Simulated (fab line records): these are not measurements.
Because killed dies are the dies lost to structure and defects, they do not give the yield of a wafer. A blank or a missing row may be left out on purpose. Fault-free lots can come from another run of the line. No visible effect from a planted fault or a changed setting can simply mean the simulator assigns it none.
Struck lot and sound lot, side by side -- flow sky130 -- 14 steps out of a route of 708
Sound: the wafers L691.3, L691.4, L691.5. The struck wafers were L698.4, L698.5, L698.6. The cause is given at the end.
Each step with rows lists, per side, the tool, then ch with its chambers, then its first start. Under that, the readings that differ: sound wafers -- struck wafers -- difference of the means -- sigmas: that difference in standard deviations of wafers without a fault.
alike: words and numbers the same on both sides, and readings whose means are apart by under 2 such deviations; not compared: readings that were withheld, readings missing a value for some wafer, numbers with overlapping values and no deviation given by the record, and bounds like >300 which may hide the same value.
Wherever a step has rows on one side only, a row that says differs or no value, or a row with sigmas, the two part there. Numbers that have no deviation but don't overlap get no sigmas and don't part them. A reading that every wafer of one side lacks parts them only if that side has two wafers or more.

SKY_SONOS_TUNNEL_TW_MEAS_12:
  sound on film metro-03, day 12 14:38; struck on film metro-03, day 14 13:23
  alike: SONOS_TUNNEL_TW
then, 2 steps without rows for these wafers: SKY_SONOS_TUNNEL_CLEAN_13 (cleans in dHF, time 20 s); SKY_SONOS_ONO_OXIDATION_00 (stabilise 600 s, purge 300 s, target thk 2.6 nm).
SKY_SONOS_ONO_THK_MEAS_01:
  sound on film metro-01, day 12 16:35; struck on film metro-04, day 14 16:01
  alike: SONOS_ONO_OXIDATION_THK
then, 1 step without rows for these wafers: SKY_SONOS_ONO_CVD_02 (deposits Si3N4 from DCS/NH3, target thk 10.5 nm, time 180 s).
SKY_SONOS_ONO_THK_MEAS_03:
  sound on film metro-02, day 12 17:58; struck on film metro-04, day 14 17:34
  alike: SONOS_ONO_CVD_02_THK
then, 1 step without rows for these wafers: SKY_SONOS_ONO_CVD_04 (deposits SiO2 from SiH4/N2O, target thk 5.7199 nm).
SKY_SONOS_ONO_THK_MEAS_05:
  sound on film metro-02, day 12 19:28; struck on film metro-01, day 14 18:52
  alike: SONOS_ONO_CVD_04_THK
then, 4 steps without rows for these wafers: SKY_SONOS_ONO_DEHYDRATE_06 (time 60 s); SKY_SONOS_ONO_HMDS_07 (prime time 60 s); SKY_SONOS_ONO_COAT_08 (resist thk 1140 nm); SKY_SONOS_ONO_SOFTBAKE_09 (time 60 s).
SKY_SONOS_ONO_EXPOSE_10: exposes mask ONOM, target cd 410 nm.
  struck on iline stepper-01, day 15 07:55; sound on iline stepper-01 ch 0, day 13 09:11
  no value came back on the struck wafers for exposure dose mJ cm2, focus offset nm (nm); on the sound wafers exposure dose mJ cm2 reads 149.69 149.73 150.04
  alike: mask
following that, these wafers have no rows for 1 step: SKY_SONOS_ONO_PEB_11.

== WHERE THEY PART ==
SKY_SONOS_ONO_EXPOSE_10 only, going by this record.

WHY: what had been put in by the simulator
Skipped step whole: iline stepper-01, from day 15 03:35 on, at SKY_SONOS_ONO_EXPOSE_10. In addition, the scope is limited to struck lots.
